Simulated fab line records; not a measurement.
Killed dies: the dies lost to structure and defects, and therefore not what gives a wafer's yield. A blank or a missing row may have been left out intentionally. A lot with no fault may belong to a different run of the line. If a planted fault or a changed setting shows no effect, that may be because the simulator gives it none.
A struck lot beside a sound one / flow sky130 / 43 steps out of a route of 708
Sound: the wafers L134.2, L134.3, L134.6. Struck: wafer L140.6 (L140.1, L140.5, from the same lot, were not struck and are left out); the cause is given at the end.
Per side, at each step with rows, come the tool, then ch with its chambers, and then its first start. Under that, the readings that differ: sound wafers / struck wafers / difference of the means / sigmas: that difference in standard deviations of wafers without a fault.
alike: a reading whose means differ by less than 2 such deviations, as well as words and numbers matching on both sides. not compared: withheld readings; readings where some wafer has no value; bounds like >300 that might hide an equal value; numbers whose values overlap and for which the record gives no deviation.
Wherever a step has rows on one side only, a row that says differs or no value, or a row with sigmas, the two part there. Numbers that don't overlap but have no deviation are shown without sigmas and don't part them. A reading that every wafer of one side lacks parts them only if that side has two wafers or more.

first, 3 steps without rows for these wafers: SKY_METAL2_EXPOSE_12 (exposes mask MM2, target cd 140 nm); SKY_METAL2_PEB_13; SKY_METAL2_DEVELOP_14 (develop time 60 s).
SKY_METAL2_CD_MEAS_15 targets a cd of 140 nm.
  struck on cd_sem-01, day 37 08:11; sound on cd_sem-01, day 35 09:49
  alike: cd_nm
SKY_METAL2_OVL_MEAS_16:
  struck on overlay-01, day 37 08:19; sound on overlay-02, day 35 09:55
reading=METAL2_OVL (nm); sound=10 3 10; struck=-7; difference=-15; sigmas=-2
then, 7 steps without rows for these wafers: SKY_METAL2_DESCUM_17 (chemistry O2, time 8 s); SKY_METAL2_ETCH_18 (etches BARC in N2/H2, stops on SiO2, time 45.9 s, target depth 60 nm); SKY_METAL2_METAL_ETCH_19 (etches the open film in Cl2/BCl3, stops on SiO2, target depth 360 nm, time 78 s); SKY_METAL2_STRIP_20 (strips in O2/N2); SKY_METAL2_STRIP_21 (strips in post etch residue remover, time 1200 s); SKY_METAL2_CLEAN_22 (cleans in IPA, time 180 s); SKY_METAL2_CLEAN_23 (cleans in O3/DIW).
SKY_VIA2_HDPCVD_00: deposits SiO2, target thk 1180 nm, time 196.7 s.
  sound on hdpcvd-01 ch 0,1,2, day 35 10:44; struck on hdpcvd-02 ch 0,1,2, day 37 09:10
SKY_VIA2_THK_MEAS_01:
  struck on film_metro-03, day 37 09:17; sound on film_metro-01, day 35 10:52
  alike: VIA2_HDPCVD_THK
SKY_VIA2_CMP_02: polishes SiO2.
  sound on cmp-01 ch 0,2, day 35 11:02; struck on cmp-01 ch 2, day 37 09:24
reading=motor_current_A (A); sound=11.3 13.1 13.4; struck=10.8; difference=-1.8; sigmas=-2
  alike: head_pressure_psi
SKY_VIA2_BOW_MEAS_03:
  struck on film_metro-04, day 37 09:39; sound on film_metro-04, day 35 11:19
reading=VIA2_BOW (um); sound=82 90 84; struck=100; difference=+15; sigmas=+2
then, 8 steps without rows for these wafers: SKY_VIA2_DEHYDRATE_04 (time 60 s); SKY_VIA2_HMDS_05 (prime time 60 s); SKY_VIA2_COAT_06 (resist thk 60 nm); SKY_VIA2_COAT_07 (resist thk 450 nm); SKY_VIA2_SOFTBAKE_08 (time 90 s); SKY_VIA2_EXPOSE_09 (exposes mask VIM2, target cd 200 nm); SKY_VIA2_PEB_10; SKY_VIA2_DEVELOP_11 (develop time 60 s).
SKY_VIA2_CD_MEAS_12 targets a cd of 200 nm.
  struck on cd_sem-01, day 38 12:01; sound on cd_sem-01, day 36 12:54
  alike: cd_nm
SKY_VIA2_OVL_MEAS_13:
  struck on overlay-01, day 38 12:08; sound on overlay-01, day 36 13:01
  alike: VIA2_OVL
SKY_VIA2_ETCH_14: etches BARC in N2/H2, stops on SiO2, time 45.9 s, target depth 60 nm.
  sound on rie_diel-01 ch 2,3, day 36 13:02; struck on rie_diel-02 ch 3, day 38 12:11
  alike: drypump_motor_current_A, n2_flow_sccm, oes_product_au, throttle_valve_pct
  not compared: rf_hours_counter_h
then, 6 steps without rows for these wafers: SKY_VIA2_ETCH_15 (etches SiO2 in C4F8/O2/Ar, stops on TiN, target depth 546 nm, time 84 s); SKY_VIA2_STRIP_16 (strips in O2/N2); SKY_VIA2_STRIP_17 (strips in post etch residue remover, time 1200 s); SKY_VIA2_CLEAN_18 (cleans in IPA, time 180 s); SKY_VIA2_CLEAN_19 (cleans in O3/DIW); SKY_VIA2_SPUTTER_20 (material TiN, target thk 20 nm, time 80 s).
SKY_VIA2_CVD_21: deposits W, target thk 420 nm, time 126.4 s.
  sound on cvd_w-02 ch 0,1, day 36 13:49; struck on cvd_w-02 ch 1, day 38 12:56
  alike: heater_power_w
SKY_VIA2_RS_MEAS_22: a four-point-probe measurement.
  struck on film_metro-01, day 38 13:04; sound on film_metro-03, day 36 13:58
  alike: VIA2_W_RS
SKY_VIA2_THK_MEAS_23: measures by xrf.
  struck on film_metro-01, day 38 13:11; sound on film_metro-03, day 36 14:04
  alike: VIA2_W_THK
then, 1 step without rows for these wafers: SKY_VIA2_CMP_24 (polishes, stops on SiO2, t overpolish 20 s, target thk 0 nm).
SKY_METAL3_SPUTTER_00: material Ti, target thk 15 nm, time 10 s.
  struck on pvd_sputter-04, day 38 13:33; sound on pvd_sputter-03, day 36 14:25
  alike: throttle_valve_pct
then, 2 steps without rows for these wafers: SKY_METAL3_SPUTTER_01 (material TiN, target thk 20 nm, time 16.7 s); SKY_METAL3_SPUTTER_02 (material AlCu, target thk 735 nm, time 39.1 s).
SKY_METAL3_SPUTTER_03: material Ti, target thk 5 nm, time 3.3 s.
  struck on pvd_sputter-04, day 38 13:38; sound on pvd_sputter-03, day 36 14:30
  alike: throttle_valve_pct
then, 1 step without rows for these wafers: SKY_METAL3_SPUTTER_04 (material TiN, target thk 70 nm, time 58.3 s).
-- the record jumps here: 9 days lie between the struck wafers' starts before and after (it left off in module METAL3 and takes up again in module PAD_OPEN, whose first step shown is number 708 of the route) --
SKY_PAD_OPEN_PROBE_99:
  struck on prober-02, day 47 14:31; sound on prober-02, day 46 01:12
reading=defect_limited_yield (%); sound=80.5 80.3 80.9; struck=73.8; difference=-6.8; sigmas=-4
reading=killed_at_M0_to_M3; sound=45 46 43; struck=92; difference=+47; sigmas=+7
reading=killed_at_contacts; sound=36 35 29; struck=21; difference=-12; sigmas=-2
reading=killed_dies; sound=96 97 94; struck=129; difference=+33; sigmas=+4
reading=killed_short; sound=41 42 40; struck=28; difference=-13; sigmas=-2
reading=sort_bin_3_pad_short (%); sound=0.6 0.6 1.2; struck=3.9; difference=+3.1; sigmas=+8
reading=sort_bin_5_function (%); sound=10.6 11.8 11.6; struck=15.0; difference=+3.7; sigmas=+3
reading=sort_n_pass; sound=396 395 398; struck=363; difference=-33; sigmas=-4
reading=sort_yield_pct (%); sound=80.5 80.3 80.9; struck=73.8; difference=-6.8; sigmas=-4
reading=model.etest.tester.sort_n_pass; sound=396 395 398; struck=363; difference=-33; sigmas=
reading=model.etest.tester.sort_yield_pct (%); sound=80.49 80.28 80.89; struck=73.78; difference=-6.77; sigmas=
reading=model.etest.tester.sort_bin_5_pct (%); sound=10.57 11.79 11.59; struck=15.04; difference=+3.72; sigmas=
reading=model.etest.tester.sort_bin_3_pct (%); sound=0.6098 0.6098 1.22; struck=3.862; difference=+3.049; sigmas=
  alike: killed_at_M4_up, killed_at_front_end, killed_at_other, killed_open, sort_bin_6_memory

== WHERE THEY PART ==
First at SKY_METAL2_OVL_MEAS_16; last, within this record, at SKY_PAD_OPEN_PROBE_99.

WHY: whatever the simulator had introduced
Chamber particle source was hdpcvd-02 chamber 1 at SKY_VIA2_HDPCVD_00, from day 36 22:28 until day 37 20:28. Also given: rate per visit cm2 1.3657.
